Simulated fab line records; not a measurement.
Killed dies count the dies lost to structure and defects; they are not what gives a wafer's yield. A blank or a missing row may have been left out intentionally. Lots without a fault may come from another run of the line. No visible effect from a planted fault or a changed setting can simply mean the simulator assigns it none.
Which tool did it? :: flow gf180mcu :: 12 lots with 36 wafers sampled at 6 steps, on a route of 602 steps

## WHAT THE GAUGES READ, wafer by wafer
GF_STI_BOW_MEAS_00. Usual: INCOMING_BOW gives 0 um (standard deviation 6.2).
lot: L269
measured: day 1 15:01
on: film-metro-03
INCOMING_BOW (um): 8 6 6
flag: 

lot: L271
measured: day 2 01:01
on: film-metro-03
INCOMING_BOW (um): 2 -8 -17
flag: 

lot: L273
measured: day 2 11:00
on: film-metro-01
INCOMING_BOW (um): -9 15 7
flag: 

lot: L274
measured: day 2 16:00
on: film-metro-03
INCOMING_BOW (um): -2 -5 -6
flag: 

lot: L275
measured: day 2 21:00
on: film-metro-02
INCOMING_BOW (um): 1 2 -8
flag: 

lot: L276
measured: day 3 02:04
on: film-metro-03
INCOMING_BOW (um): -5 -14 7
flag: 

lot: L280
measured: day 3 22:01
on: film-metro-03
INCOMING_BOW (um): -1 12 -5
flag: 

lot: L281
measured: day 4 03:00
on: film-metro-02
INCOMING_BOW (um): -2 12 5
flag: 

lot: L287
measured: day 5 09:02
on: film-metro-03
INCOMING_BOW (um): -3 -1 -2
flag: 

lot: L288
measured: day 5 14:01
on: film-metro-03
INCOMING_BOW (um): 0 2 2
flag: 

lot: L289
measured: day 5 19:01
on: film-metro-01
INCOMING_BOW (um): 6 -2 3
flag: 

lot: L291
measured: day 6 05:04
on: film-metro-03
INCOMING_BOW (um): 0 4 0
flag: 

GF_STI_THK_MEAS_04. Usual: STI_CVD_03_THK gives 208.4 nm (standard deviation 1.9).
lot: L269
measured: day 1 20:08
on: film-metro-03
STI_CVD_03_THK (nm): 209.3 206.6 208.1
flag: 

lot: L271
measured: day 2 06:01
on: film-metro-02
STI_CVD_03_THK (nm): 208.2 207.3 207.0
flag: 

lot: L273
measured: day 2 14:34
on: film-metro-01
STI_CVD_03_THK (nm): 208.4 208.0 208.7
flag: 

lot: L274
measured: day 2 19:50
on: film-metro-01
STI_CVD_03_THK (nm): 212.1 210.9 213.4
flag: 

lot: L275
measured: day 3 00:34
on: film-metro-01
STI_CVD_03_THK (nm): 210.9 209.9 210.5
flag: 

lot: L276
measured: day 3 05:54
on: film-metro-01
STI_CVD_03_THK (nm): 210.4 208.8 209.8
flag: 

lot: L280
measured: day 4 04:13
on: film-metro-01
STI_CVD_03_THK (nm): 208.9 209.5 209.2
flag: 

lot: L281
measured: day 4 06:43
on: film-metro-03
STI_CVD_03_THK (nm): 207.9 209.9 210.1
flag: 

lot: L287
measured: day 5 12:59
on: film-metro-03
STI_CVD_03_THK (nm): 210.3 210.2 208.1
flag: 

lot: L288
measured: day 5 17:37
on: film-metro-01
STI_CVD_03_THK (nm): 205.9 207.8 206.3
flag: 

lot: L289
measured: day 5 22:58
on: film-metro-03
STI_CVD_03_THK (nm): 207.4 207.4 207.8
flag: 

lot: L291
measured: day 6 09:08
on: film-metro-03
STI_CVD_03_THK (nm): 206.6 207.8 207.4
flag: 

GF_NWELL_TW_MEAS_11. Usual: NWELL_TW gives 1561 (standard deviation 10).
lot: L269
measured: day 3 14:53
on: film-metro-01
NWELL_TW: 1565 1572 1563
flag: 

lot: L271
measured: day 4 01:47
on: film-metro-01
NWELL_TW: 1558 1562 1569
flag: 

lot: L273
measured: day 4 11:16
on: film-metro-01
NWELL_TW: 1572 1569 1566
flag: 

lot: L274
measured: day 4 23:40
on: film-metro-04
NWELL_TW: 1557 1557 1556
flag: 

lot: L275
measured: day 5 05:58
on: film-metro-04
NWELL_TW: 1544 1538 1544
flag: 

lot: L276
measured: day 5 07:26
on: film-metro-04
NWELL_TW: 1540 1561 1546
flag: 

lot: L280
measured: day 6 05:34
on: film-metro-04
NWELL_TW: 1828 1824 1818 1828 1822 1816
flag: OFF

lot: L281
measured: day 6 08:40
on: film-metro-04
NWELL_TW: 1816 1826 1817 1810 1814 1824
flag: OFF

lot: L287
measured: day 7 15:47
on: film-metro-01
NWELL_TW: 1572 1564 1569
flag: 

lot: L288
measured: day 7 21:19
on: film-metro-01
NWELL_TW: 1560 1569 1564
flag: 

lot: L289
measured: day 8 02:26
on: film-metro-04
NWELL_TW: 1546 1551 1555
flag: 

lot: L291
measured: day 8 12:44
on: film-metro-04
NWELL_TW: 1555 1542 1551
flag: 

GF_LVPWELL_TW_MEAS_11. Usual: LVPWELL_TW gives 556 (standard deviation 3.4).
lot: L269
measured: day 4 04:17
on: film-metro-02
LVPWELL_TW: 559 560 557
flag: 

lot: L271
measured: day 4 16:17
on: film-metro-01
LVPWELL_TW: 555 555 554
flag: 

lot: L273
measured: day 5 01:16
on: film-metro-02
LVPWELL_TW: 558 556 556
flag: 

lot: L274
measured: day 5 14:10
on: film-metro-04
LVPWELL_TW: 549 549 547
flag: 

lot: L275
measured: day 5 20:47
on: film-metro-02
LVPWELL_TW: 555 560 557
flag: 

lot: L276
measured: day 5 22:35
on: film-metro-02
LVPWELL_TW: 560 558 558
flag: 

lot: L280
measured: day 6 20:01
on: film-metro-02
LVPWELL_TW: 1379 1385 1379 1380 1387 1392
flag: OFF

lot: L281
measured: day 6 23:32
on: film-metro-04
LVPWELL_TW: 1355 1349 1343 1359 1359 1349
flag: OFF

lot: L287
measured: day 8 06:50
on: film-metro-04
LVPWELL_TW: 549 550 546
flag: 

lot: L288
measured: day 8 13:04
on: film-metro-02
LVPWELL_TW: 554 559 558
flag: 

lot: L289
measured: day 8 19:31
on: film-metro-01
LVPWELL_TW: 559 557 557
flag: 

lot: L291
measured: day 9 04:56
on: film-metro-04
LVPWELL_TW: 553 552 549
flag: 

## WHICH TOOL RAN EACH LOT (tool, then ch and the chambers of the sampled wafers, then the start)
lot: L269
GF_DNWELL_COAT_02: litho-track-03 ch 0, day 2 18:19
GF_DNWELL_STRIP_08: plasma-asher-01 ch 0,1, day 3 00:56

lot: L271
GF_DNWELL_COAT_02: litho-track-03 ch 0, day 3 05:43
GF_DNWELL_STRIP_08: plasma-asher-01 ch 0, day 3 12:32

lot: L273
GF_DNWELL_COAT_02: litho-track-03 ch 0, day 3 14:53
GF_DNWELL_STRIP_08: plasma-asher-04 ch 0,1, day 3 21:11

lot: L274
GF_DNWELL_COAT_02: litho-track-03 ch 0, day 4 01:14
GF_DNWELL_STRIP_08: plasma-asher-04 ch 0,1, day 4 08:47

lot: L275
GF_DNWELL_COAT_02: litho-track-02 ch 0, day 4 07:29
GF_DNWELL_STRIP_08: plasma-asher-02 ch 0,1, day 4 14:59

lot: L276
GF_DNWELL_COAT_02: litho-track-01 ch 0, day 4 09:37
GF_DNWELL_STRIP_08: plasma-asher-02 ch 0,1, day 4 17:01

lot: L280
GF_DNWELL_COAT_02: litho-track-02, day 5 06:10
GF_DNWELL_STRIP_08: plasma-asher-01 ch 1, day 5 13:38

lot: L281
GF_DNWELL_COAT_02: litho-track-03, day 5 09:38
GF_DNWELL_STRIP_08: plasma-asher-04 ch 0,1, day 5 17:26

lot: L287
GF_DNWELL_COAT_02: litho-track-02 ch 0, day 6 16:02
GF_DNWELL_STRIP_08: plasma-asher-01 ch 0,1, day 7 00:14

lot: L288
GF_DNWELL_COAT_02: litho-track-03 ch 0, day 6 21:40
GF_DNWELL_STRIP_08: plasma-asher-01 ch 1, day 7 05:38

lot: L289
GF_DNWELL_COAT_02: litho-track-02 ch 0, day 7 02:52
GF_DNWELL_STRIP_08: plasma-asher-04 ch 0,1, day 7 10:59

lot: L291
GF_DNWELL_COAT_02: litho-track-01 ch 0, day 7 12:28
GF_DNWELL_STRIP_08: plasma-asher-01 ch 0,1, day 7 20:44
- GF_DNWELL_COAT_02: resist thk 3000 nm.
- GF_DNWELL_STRIP_08: strips in O2/N2.

## WHAT THE TOOLS THEMSELVES READ (means of the sampled wafers that have a number; where no wafer has one, the mark that the record gives instead)
GF_DNWELL_COAT_02. Usual: chill-plate-temp-C 23.01 C, standard deviation 0.1; dispense-pressure-kPa 52.1 kPa, standard deviation 1.6.
lot: L269
tool: litho-track-03
chill-plate-temp-C (C): 22.97
dispense-pressure-kPa (kPa): 50.4
flag: 

lot: L271
tool: litho-track-03
chill-plate-temp-C (C): 23.04
dispense-pressure-kPa (kPa): 50.5
flag: 

lot: L273
tool: litho-track-03
chill-plate-temp-C (C): 23.03
dispense-pressure-kPa (kPa): 50.5
flag: 

lot: L274
tool: litho-track-03
chill-plate-temp-C (C): 22.92
dispense-pressure-kPa (kPa): 50.5
flag: 

lot: L275
tool: litho-track-02
chill-plate-temp-C (C): 22.84
dispense-pressure-kPa (kPa): 53.7
flag: 

lot: L276
tool: litho-track-01
chill-plate-temp-C (C): 23.13
dispense-pressure-kPa (kPa): 51.1
flag: 

lot: L280
tool: litho-track-02
chill-plate-temp-C (C): -
dispense-pressure-kPa (kPa): -
flag: OFF

lot: L281
tool: litho-track-03
chill-plate-temp-C (C): -
dispense-pressure-kPa (kPa): -
flag: OFF

lot: L287
tool: litho-track-02
chill-plate-temp-C (C): 22.97
dispense-pressure-kPa (kPa): 53.8
flag: 

lot: L288
tool: litho-track-03
chill-plate-temp-C (C): 23.06
dispense-pressure-kPa (kPa): 50.5
flag: 

lot: L289
tool: litho-track-02
chill-plate-temp-C (C): 23.19
dispense-pressure-kPa (kPa): 53.8
flag: 

lot: L291
tool: litho-track-01
chill-plate-temp-C (C): 22.98
dispense-pressure-kPa (kPa): 51.2
flag: 

GF_DNWELL_STRIP_08. Usual: chamber-pressure-mTorr 1500.0 mTorr, standard deviation 1.4; drypump-motor-current-A 5.9 A, standard deviation 0.47; heater-power-w 343 W, standard deviation 14; oes-product-au 0.723 a.u., standard deviation 0.0045; strip-time-to-endpoint-s 36.98 s, standard deviation 0.093.
lot: L269
tool: plasma-asher-01
chamber-pressure-mTorr (mTorr): 1500.2
drypump-motor-current-A (A): 5.4
heater-power-w (W): 339
oes-product-au (a.u.): 0.721
strip-time-to-endpoint-s (s): 36.85
flag: 

lot: L271
tool: plasma-asher-01
chamber-pressure-mTorr (mTorr): 1499.9
drypump-motor-current-A (A): 5.6
heater-power-w (W): 329
oes-product-au (a.u.): 0.724
strip-time-to-endpoint-s (s): 37.05
flag: 

lot: L273
tool: plasma-asher-04
chamber-pressure-mTorr (mTorr): 1499.3
drypump-motor-current-A (A): 6.1
heater-power-w (W): 342
oes-product-au (a.u.): 0.724
strip-time-to-endpoint-s (s): 37.02
flag: 

lot: L274
tool: plasma-asher-04
chamber-pressure-mTorr (mTorr): 1500.0
drypump-motor-current-A (A): 6.0
heater-power-w (W): 344
oes-product-au (a.u.): 0.723
strip-time-to-endpoint-s (s): 36.96
flag: 

lot: L275
tool: plasma-asher-02
chamber-pressure-mTorr (mTorr): 1499.0
drypump-motor-current-A (A): 5.9
heater-power-w (W): 328
oes-product-au (a.u.): 0.723
strip-time-to-endpoint-s (s): 37.01
flag: 

lot: L276
tool: plasma-asher-02
chamber-pressure-mTorr (mTorr): 1500.5
drypump-motor-current-A (A): 6.2
heater-power-w (W): 351
oes-product-au (a.u.): 0.729
strip-time-to-endpoint-s (s): 37.01
flag: 

lot: L280
tool: plasma-asher-01
chamber-pressure-mTorr (mTorr): 1501.4
drypump-motor-current-A (A): 5.0
heater-power-w (W): 351
oes-product-au (a.u.): -
strip-time-to-endpoint-s (s): -
flag: OFF

lot: L281
tool: plasma-asher-04
chamber-pressure-mTorr (mTorr): 1500.2
drypump-motor-current-A (A): 6.1
heater-power-w (W): 347
oes-product-au (a.u.): -
strip-time-to-endpoint-s (s): -
flag: OFF

lot: L287
tool: plasma-asher-01
chamber-pressure-mTorr (mTorr): 1500.5
drypump-motor-current-A (A): 5.4
heater-power-w (W): 342
oes-product-au (a.u.): 0.724
strip-time-to-endpoint-s (s): 37.05
flag: 

lot: L288
tool: plasma-asher-01
chamber-pressure-mTorr (mTorr): 1499.8
drypump-motor-current-A (A): 5.0
heater-power-w (W): 348
oes-product-au (a.u.): 0.717
strip-time-to-endpoint-s (s): 37.18
flag: 

lot: L289
tool: plasma-asher-04
chamber-pressure-mTorr (mTorr): 1499.4
drypump-motor-current-A (A): 6.2
heater-power-w (W): 348
oes-product-au (a.u.): 0.719
strip-time-to-endpoint-s (s): 37.15
flag: 

lot: L291
tool: plasma-asher-01
chamber-pressure-mTorr (mTorr): 1500.7
drypump-motor-current-A (A): 5.2
heater-power-w (W): 343
oes-product-au (a.u.): 0.722
strip-time-to-endpoint-s (s): 36.95
flag: 

## THE ANSWER, worked out from the rows above alone
Rule: a lot counts as off when the mean over its wafers that have a number is more than 3 standard deviations away from the usual mean. Also off: a lot with no number at a reading for which 4 or more lots have one. Where the step has rows for the other lots, those lots are counted as sound. Order of review: gauges by route order, followed by the tools' own readings, for which a lot's mean as printed above is used. At the first step where some lot is off, the reading lying furthest off is the one used; lots without a number count as furthest.
Off: L280, L281, at GF_NWELL_TW_MEAS_11 (NWELL_TW).
If a tool, at a process step before that reading, ran all the lots that are off and no sound lot after the first of them, it fits. The gauges at GF_NWELL_TW_MEAS_11 aren't tried: what is off there is off at GF_DNWELL_COAT_02 too, on other tools, and a gauge's error can't cause that. None of those tried fits.

## WHAT WAS PUT IN BY THE SIMULATOR
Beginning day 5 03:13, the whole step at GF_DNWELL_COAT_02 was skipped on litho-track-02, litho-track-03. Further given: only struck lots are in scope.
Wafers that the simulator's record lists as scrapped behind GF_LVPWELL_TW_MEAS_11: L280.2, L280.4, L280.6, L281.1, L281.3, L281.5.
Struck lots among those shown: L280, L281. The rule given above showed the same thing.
